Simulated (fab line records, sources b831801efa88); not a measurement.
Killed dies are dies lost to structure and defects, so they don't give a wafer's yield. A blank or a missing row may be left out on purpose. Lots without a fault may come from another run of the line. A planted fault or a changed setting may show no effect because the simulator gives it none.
A struck lot beside a sound one | flow sky130 | 15 steps out of a route of 708
Sound: wafers L724.1, L724.2, L724.5. Struck: wafers L726.3, L726.4, L726.6. The cause comes at the end.
At each step with rows: each side's tool, then ch and its chambers, then its first start. Under that, the readings that differ: sound wafers | struck wafers | difference of the means | sigmas: that difference in standard deviations of wafers without a fault.
alike: readings whose means differ by less than 2 such deviations, and words and numbers that are the same on both sides. not compared: withheld readings, readings that some wafer has no value for, bounds like >300 that may hide the same value, and numbers for which the record gives no deviation and whose values overlap.
The two part at a step that has a row with sigmas, a row that says differs or no value, or rows on one side only. Numbers that don't overlap but have no deviation are shown without sigmas and don't part them. A reading that every wafer of one side lacks parts them only if that side has two wafers or more.

first, 3 steps without rows for these wafers: SKY_VIA3_CLEAN_18 (cleans in IPA, time 180 s); SKY_VIA3_CLEAN_19 (cleans in O3/DIW); SKY_VIA3_SPUTTER_20 (material TiN, target thk 20 nm, time 80 s).
SKY_VIA3_CVD_21: deposits W, target thk 390 nm, time 117.31 s.
  sound on cvd_w-02 ch 0,1, day 45 00:37; struck on cvd_w-01 ch 0,1, day 44 20:47
  alike: chamber_pressure_Torr, heater_power_outer_w, heater_power_w
SKY_VIA3_RS_MEAS_22: measures by four-point-probe.
  sound on film_metro-03, day 45 00:44; struck on film_metro-04, day 44 20:54
  reading            | sound             | struck            | difference | sigmas
  VIA3_W_RS (ohm/sq) | 0.283 0.292 0.287 | 0.296 0.302 0.302 | +0.013     | +3
SKY_VIA3_THK_MEAS_23: measures by xrf.
  sound on film_metro-03, day 45 00:52; struck on film_metro-04, day 44 21:00
  reading         | sound       | struck      | difference | sigmas
  VIA3_W_THK (nm) | 395 391 397 | 386 378 380 | -13        | -2
SKY_VIA3_CMP_24: polishes, stops on SiO2, t overpolish 20 s, target thk 0 nm.
  sound on cmp-01 ch 1,2,3, day 45 00:58; struck on cmp-02 ch 1,2,3, day 44 21:02
  alike: edge_zone_pressure_frac, motor_current_A, overpolish_run_s, time_to_endpoint_s
then, 2 steps without rows for these wafers: SKY_METAL4_SPUTTER_00 (material Ti, target thk 15 nm, time 10 s); SKY_METAL4_SPUTTER_01 (material TiN, target thk 20 nm, time 16.7 s).
SKY_METAL4_SPUTTER_02: material AlCu, target thk 735 nm, time 39.1 s.
  sound on pvd_sputter-02, day 45 01:16; struck on pvd_sputter-04, day 44 21:23
  alike: throttle_valve_pct
SKY_METAL4_SPUTTER_03: material Ti, target thk 5 nm, time 3.3 s.
  sound on pvd_sputter-02, day 45 01:19; struck on pvd_sputter-04, day 44 21:26
  alike: throttle_valve_pct
SKY_METAL4_SPUTTER_04: material TiN, target thk 70 nm, time 58.3 s.
  sound on pvd_sputter-02, day 45 01:19; struck on pvd_sputter-04, day 44 21:27
  alike: throttle_valve_pct
SKY_CAP2M_CVD_00: deposits SiO2, target thk 15.5 nm.
  sound on pecvd-02 ch 0,1,2, day 45 01:22; struck on pecvd-02 ch 0,2, day 44 21:30
  no value came back on the struck wafers for heater_power_outer_w (W), heater_power_w (W); on the sound wafers heater_power_outer_w (W) reads 453 486 350
then, 1 step without rows for these wafers: SKY_CAP2M_SPUTTER_02 (material TiN, target thk 200 nm, time 166.7 s).
-- the record jumps here: 5 days lie between the struck wafers' starts before and after (it left off in module CAP2M and takes up again in module PAD_OPEN, whose first step shown is number 708 of the route) --
SKY_PAD_OPEN_PROBE_99:
  sound on prober-01, day 50 04:43; struck on prober-02, day 50 02:16
  reading                  | sound          | struck         | difference | sigmas
  defect_limited_yield (%) | 80.9 84.1 83.1 | 0 0 0          | -83        | -44
  killed_at_other          | 1 0 0          | 412 408 411    | +410       | +99 or more
  killed_dies              | 94 78 83       | 492 492 492    | +407       | +43
  killed_on_rim            | 18 9 19        | 96 96 96       | +81        | +20
  sort_bin_5_function (%)  | 12.2 10.8 12.0 | 93.5 93.3 92.7 | +81.5      | +54
  sort_n_pass              | 398 414 409    | 0 0 0          | -407       | -43
  sort_yield_pct (%)       | 80.9 84.1 83.1 | 0 0 0          | -83        | -44
  alike: killed_at_M0_to_M3, killed_at_M4_up, killed_at_contacts, killed_at_front_end, killed_open, killed_short, sort_bin_3_pad_short, sort_bin_6_memory

WHERE THEY PART
First at SKY_VIA3_RS_MEAS_22; last, within this record, at SKY_PAD_OPEN_PROBE_99.

WHY: what the simulator had put in
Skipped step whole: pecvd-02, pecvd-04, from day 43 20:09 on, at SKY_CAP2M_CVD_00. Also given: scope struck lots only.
